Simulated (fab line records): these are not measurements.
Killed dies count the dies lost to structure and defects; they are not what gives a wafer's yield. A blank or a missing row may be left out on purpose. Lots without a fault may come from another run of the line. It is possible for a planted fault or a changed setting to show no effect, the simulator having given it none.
Matching of chambers | flow sky130 | SKY_LI_CONTACT_CMP_02 on cmp-02: 4 sister chambers
The step polishes PSG. 8 wafers are shown with their chamber, then 7 later ones without.

## WAFERS PAIRED WITH THEIR CHAMBERS
wafer  | chamber | motorCurrentA (A) | timeToEndpointS (s)
L391.6 | 3       | 12.3              | 32.6
L401.3 | 0       | 13.5              | 30.1
L401.6 | 0       | 13.6              | 30.9
L402.1 | 3       | 11.0              | 28.9
L402.2 | 2       | 12.3              | 29.8
L402.4 | 1       | 14.4              | 33.4
L405.1 | 1       | 14.7              | 33.9
L405.5 | 2       | 11.9              | 28.8

## WAFERS WITH NO CHAMBER GIVEN
wafer  | motorCurrentA (A) | timeToEndpointS (s)
L405.6 | 11.3              | 34.7
L406.1 | 12.6              | 30.5
L406.2 | 14.6              | 31.3
L406.6 | 13.8              | 33.2
L408.2 | 12.2              | 32.9
L408.3 | 12.2              | 34.4
L408.4 | 15.3              | 31.9

## THE CHAMBER EACH PASSED THROUGH
wafer  | from the rows above               | in truth
L405.6 | can't be placed: 3 or 2           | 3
L406.1 | can't be placed: 2 or 0 or 3      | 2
L406.2 | can't be placed: 1 or 0           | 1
L406.6 | can't be placed: 1 or 0           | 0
L408.2 | can't be placed: 3 or 2 or 0      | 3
L408.3 | can't be placed: 3 or 2 or 0 or 1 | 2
L408.4 | can't be placed: 1 or 0           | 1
0 of 7 placed correctly. Cannot be placed on the basis of these rows: 7; the candidates contain the true chamber in 7. 0 placed wrongly.
How it was worked out, from the rows above alone: a wafer's distance from a chamber is the root of the sum, over the readings, of the square of ((its reading less the chamber's mean) divided by the reading's scatter). If the next closest chamber is less than 2 further off than the closest, the wafer can't be placed; otherwise it belongs to the closest. A chamber's mean is the mean of its shown wafers. The scatter is the square root of a quotient: the sum, over the shown wafers, of each reading's squared deviation from its chamber's mean, divided by wafers minus chambers.
